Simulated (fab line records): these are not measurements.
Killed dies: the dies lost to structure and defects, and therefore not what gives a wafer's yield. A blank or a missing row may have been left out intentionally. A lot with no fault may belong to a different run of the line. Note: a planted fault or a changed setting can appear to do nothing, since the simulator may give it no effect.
8D (eight disciplines) problem report, filled in by code || flow sfq_line || the parts of the form that need people (team, actions taken, sign-off) are left out

## 1. WHAT WENT WRONG
M3_NB_RS at SFQ_M3_RS_MEAS_919 reads a mean of 1.058 ohm/sq on 3 wafers of 3 lots; wafers without a fault read 0.883 ohm/sq with a standard deviation of 0.01. That is +18 standard deviations from the usual mean.
The step: measures by four-point-probe.
First observed at day 24 09:15: wafer L284.2, on film_metro-03. Wafers with a number at this step in the record: 42, from 15 lots. The rule behind "out" and "out of limits": a value lying over 4 standard deviations away from the usual mean. Any other wafer with a number is counted as sound.

## 2. WHAT THIS IS AND IS NOT
{"question": "which readings at this step", "is": "M3_NB_RS", "is not": "-"}
{"question": "which lots", "is": "L284, L286, L287", "is not": "L279, L280, L281, L282, L292, L293, L294, L296, L297, L298, L300, L301"}
{"question": "which wafers of those lots", "is": "L284.2, L286.2, L287.4", "is not": "L284.1, L286.1, L287.5"}
{"question": "read on which gauges", "is": "film_metro-02, film_metro-03", "is not": "film_metro-01"}
{"question": "when", "is": "from day 24 09:15", "is not": "up to then (13 sound wafers); but 26 sound wafers of L286, L287, L292, L293, L294, L296, L297, L298, L300, L301 came after"}

## 3. WHAT RULES OUT EACH SUSPECT
Counting: a tool at a process step up to the reading stays a suspect if it ran every lot that is out. Sound lots after the first of them don't rule it out here, since some wafers of a struck lot are sound.
- the gauge at SFQ_M3_RS_MEAS_919 has been ruled out. Those wafers that are out were read across 2 gauges (film_metro-02, film_metro-03).
- pvd_sputter-03 at SFQ_TRILAYER_M3_DEP_SPUTTER_073 (material Nb, target thk 200 nm, time 133.3 s): kept. Every lot that is out went through it, the first being L284 (day 24 09:09); the last sound lot it ran before that was L281 (day 23 21:57).
After counting, what remains is pvd_sputter-03 at SFQ_TRILAYER_M3_DEP_SPUTTER_073.

## 4. THE CAUSE (what the simulator had put in)
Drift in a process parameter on pvd_sputter-03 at SFQ_TRILAYER_M3_DEP_SPUTTER_073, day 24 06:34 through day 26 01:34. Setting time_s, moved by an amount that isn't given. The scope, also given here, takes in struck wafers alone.
This tool alone remained once counting was done.

## 5. SEQUENCE OF EFFECTS, ordered by route
Each row: a reading whose mean over the struck wafers that have a number lies more than 3 standard deviations from the usual. Readings are gone through only where the record gives a usual standard deviation; hours: the median, over the lots, of the time from a lot's start at the first step in this table giving one to that lot's start at this step; sigmas: the change measured in usual standard deviations.
{"hours": 0, "step": "SFQ_M3_RS_MEAS_919", "reading": "M3_NB_RS", "usual": "0.883 ohm/sq", "on struck wafers": 1.058, "change": "+0.175", "sigmas": "+18"}
{"hours": 107, "step": "SFQ_TRILAYER_M3_ETCH_METAL_ETCH_078", "reading": "oes_product_au", "usual": "0.898 a.u.", "on struck wafers": 0.815, "change": -0.083, "sigmas": -11}
The process steps in it:
- SFQ_TRILAYER_M3_ETCH_METAL_ETCH_078: etches Nb in Cl2/Ar, stops on SiO2, target depth 240 nm, time 120 s.

## 6. WHAT WOULD HAVE CAUGHT IT SOONER
The first out-of-limits reading at a measuring or inspecting step in this record came at day 24 09:15, 3 hours after the fault's start at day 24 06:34.
Of the tool readings at SFQ_TRILAYER_M3_DEP_SPUTTER_073 for which the record gives a usual standard deviation, none was out on any struck wafer, so an alarm limit of 4 standard deviations on them would not have fired.
L286, L287, from the lots that are out (3), started SFQ_TRILAYER_M3_DEP_SPUTTER_073 on pvd_sputter-03 later than day 24 09:15. A hold on the tool at that time would have spared those 2.
